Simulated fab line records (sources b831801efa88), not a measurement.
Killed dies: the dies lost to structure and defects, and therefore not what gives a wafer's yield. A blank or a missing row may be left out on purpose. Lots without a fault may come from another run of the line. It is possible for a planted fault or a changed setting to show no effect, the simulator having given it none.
Comparing a struck lot with a sound one | flow sky130 | 24 steps out of a route of 708
Sound: these wafers, L603.2, L603.5, L603.6. The struck wafers were L607.2, L607.4, L607.5. The cause comes at the end.
Per side, at each step with rows, come the tool, then ch with its chambers, and then its first start. Under that, the readings that differ: sound wafers | struck wafers | difference of the means | sigmas: that difference in standard deviations of wafers without a fault.
alike: words and numbers the same on both sides, and readings whose means are apart by under 2 such deviations; not compared: readings that were withheld, readings missing a value for some wafer, numbers with overlapping values and no deviation given by the record, and bounds like >300 which may hide the same value.
The two part at a step that has a row with sigmas, a row that says differs or no value, or rows on one side only. Numbers that have no deviation but don't overlap get no sigmas and don't part them. Lack of a reading on every wafer of one side parts them only where that side has two or more wafers.

first, 6 steps without rows for these wafers: SKY_PWDE_HMDS_01 (prime time 60 s); SKY_PWDE_COAT_02 (resist thk 3000 nm); SKY_PWDE_SOFTBAKE_03; SKY_PWDE_EXPOSE_04 (exposes mask PWDEM, target cd 840 nm); SKY_PWDE_PEB_05; SKY_PWDE_DEVELOP_06 (develop time 60 s).
SKY_PWDE_OVL_MEAS_07:
  sound: overlay-01 at day 5 22:37; struck: overlay-01 at day 6 18:10
  alike: PWDE_OVL
following that, these wafers have no rows for 1 step: SKY_PWDE_IMPLANT_08.
SKY_PWDE_STRIP_09: strips in O2/N2.
  sound on plasmaAsher-04 ch 0,1, day 5 22:47; struck on plasmaAsher-01 ch 1, day 6 18:20
  alike: drypumpMotorCurrentA, oesProductAu, stripTimeToEndpointS
  not compared: rfHoursCounterH
SKY_PWDE_TW_MEAS_10:
  sound: filmMetro-01 at day 5 22:54; struck: filmMetro-01 at day 6 18:27
  alike: PWDE_TW
then, 2 steps without rows for these wafers: SKY_NWELL_DEHYDRATE_03 (time 60 s); SKY_NWELL_HMDS_04 (prime time 60 s).
SKY_NWELL_COAT_05: resist thk 3000 nm.
  sound on lithoTrack-04 ch 0, day 6 07:22; struck on lithoTrack-04 ch 0, day 7 03:40
reading                                | sound                | struck               | difference | sigmas
resistLineTempC (C)                    | 23.15 23.15 23.14    | 22.97 22.85 22.82    | -0.27      | -2
spinSpeedRpm (rpm)                     | 1999.6 1998.9 2002.5 | 2187.2 2189.4 2187.9 | +187.8     | +99 or more
model.coat_of_NWELL_COAT_05.thkNm (nm) | 3001 2996 2997       | 2856 2855 2864       | -140       | 
then, 3 steps without rows for these wafers: SKY_NWELL_SOFTBAKE_06; SKY_NWELL_EXPOSE_07 (exposes mask NWM, target cd 840 nm); SKY_NWELL_PEB_08.
SKY_NWELL_DEVELOP_09: develop time 60 s.
  sound: lithoTrack-04 ch 0; struck: lithoTrack-03 ch 0
reading                                | sound          | struck         | difference | sigmas
model.coat_of_NWELL_COAT_05.thkNm (nm) | 2996 2992 2992 | 2852 2851 2859 | -139       | 
  alike: resistLineTempC
SKY_NWELL_OVL_MEAS_10:
  sound: overlay-01 at day 6 17:21; struck: overlay-01 at day 7 12:52
  alike: NWELL_00_OVL
then, 3 steps without rows for these wafers: SKY_NWELL_IMPLANT_11; SKY_NWELL_IMPLANT_12; SKY_NWELL_IMPLANT_13.
SKY_NWELL_STRIP_14: strips in O2/N2.
  sound on plasmaAsher-03 ch 0,1, day 6 17:50; struck on plasmaAsher-01 ch 1, day 7 13:20
reading                  | sound             | struck            | difference | sigmas
drypumpMotorCurrentA (A) | 5.5 5.5 5.4       | 6.3 6.4 6.3       | +0.9       | +3
stripTimeToEndpointS (s) | 36.93 36.87 36.87 | 35.25 35.24 35.34 | -1.61      | -13
  alike: oesProductAu
  not compared: rfHoursCounterH
SKY_NWELL_TW_MEAS_15:
  sound: filmMetro-01 at day 6 17:56; struck: filmMetro-03 at day 7 13:27
  alike: NWELL_TW
-- the record jumps here: 41 days lie between the struck wafers' starts before and after (it left off in module NWELL and takes up again in module PAD_OPEN, whose first step shown is number 708 of the route) --
SKY_PAD_OPEN_PROBE_99:
  sound: prober-02 at day 47 20:31; struck: prober-02 at day 48 15:15
reading                           | sound           | struck          | difference | sigmas
model.etest.resNwell.widthNm (nm) | 826 831.2 825.4 | 857 854.7 851.2 | +27        | 
  alike: killed_at_M0_to_M3, killed_at_M4_up, killedAtContacts, killedAtFrontEnd, killedAtOther, killedDies, killedOpen, killedShort

WHERE THEY PART
Earliest at SKY_NWELL_COAT_05; latest, in this record, at SKY_NWELL_STRIP_14. Later steps at which nothing parts them and some readings are alike: SKY_NWELL_TW_MEAS_15, SKY_PAD_OPEN_PROBE_99.

WHY: what the simulator had put in
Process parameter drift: lithoTrack-04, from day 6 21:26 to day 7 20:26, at SKY_NWELL_COAT_05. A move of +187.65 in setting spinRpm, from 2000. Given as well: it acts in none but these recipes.
